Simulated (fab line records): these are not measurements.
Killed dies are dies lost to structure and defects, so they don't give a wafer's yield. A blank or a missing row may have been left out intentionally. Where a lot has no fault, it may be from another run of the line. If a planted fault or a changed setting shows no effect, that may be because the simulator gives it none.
Matching of chambers :: flow sfqLine :: SFQ_TRILAYER_I7_CMP_CMP_184 on cmp-01: 4 sister chambers
The step polishes SiO2. 4 wafers are shown with their chamber, then 9 later ones without.

WAFERS PAIRED WITH THEIR CHAMBERS
wafer: L338.2
chamber: 3
motorCurrentA (A): 8.3

wafer: L339.3
chamber: 1
motorCurrentA (A): 9.0

wafer: L339.4
chamber: 0
motorCurrentA (A): 8.0

wafer: L339.6
chamber: 2
motorCurrentA (A): 11.0

WAFERS WITH NO CHAMBER GIVEN
wafer: L343.2
motorCurrentA (A): 9.6

wafer: L343.1
motorCurrentA (A): 8.5

wafer: L343.6
motorCurrentA (A): 9.4

wafer: L344.1
motorCurrentA (A): 12.5

wafer: L344.2
motorCurrentA (A): 8.7

wafer: L344.3
motorCurrentA (A): 8.8

wafer: L345.3
motorCurrentA (A): 11.9

wafer: L345.1
motorCurrentA (A): 8.4

wafer: L345.5
motorCurrentA (A): 11.7

CHAMBER TAKEN BY EACH
wafer: L343.2
from the rows above: can't be placed: 1 or 3 or 2 or 0
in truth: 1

wafer: L343.1
from the rows above: can't be placed: 3 or 0 or 1
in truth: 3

wafer: L343.6
from the rows above: can't be placed: 1 or 3 or 0 or 2
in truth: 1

wafer: L344.1
from the rows above: 2
in truth: 2

wafer: L344.2
from the rows above: can't be placed: 1 or 3 or 0
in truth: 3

wafer: L344.3
from the rows above: can't be placed: 1 or 3 or 0
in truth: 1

wafer: L345.3
from the rows above: 2
in truth: 2

wafer: L345.1
from the rows above: can't be placed: 3 or 0 or 1
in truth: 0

wafer: L345.5
from the rows above: 2
in truth: 2
Placed correctly: 3 of 9. Unplaceable from these rows: 6, with the true chamber sitting among the candidates in 6. Placed wrongly: 0.
How it was worked out, from the rows above alone: a wafer's distance from a chamber is the root of the sum, over the readings, of the square of ((its reading less the chamber's mean) divided by the reading's scatter). The wafer belongs to the nearest chamber; if the next one is less than 2 further off, it can't be placed. A chamber's mean is the mean of its shown wafers. The scatter (one wafer shown for each chamber): square how far every hidden wafer sits from the nearest shown wafer, average those squares and take the square root.
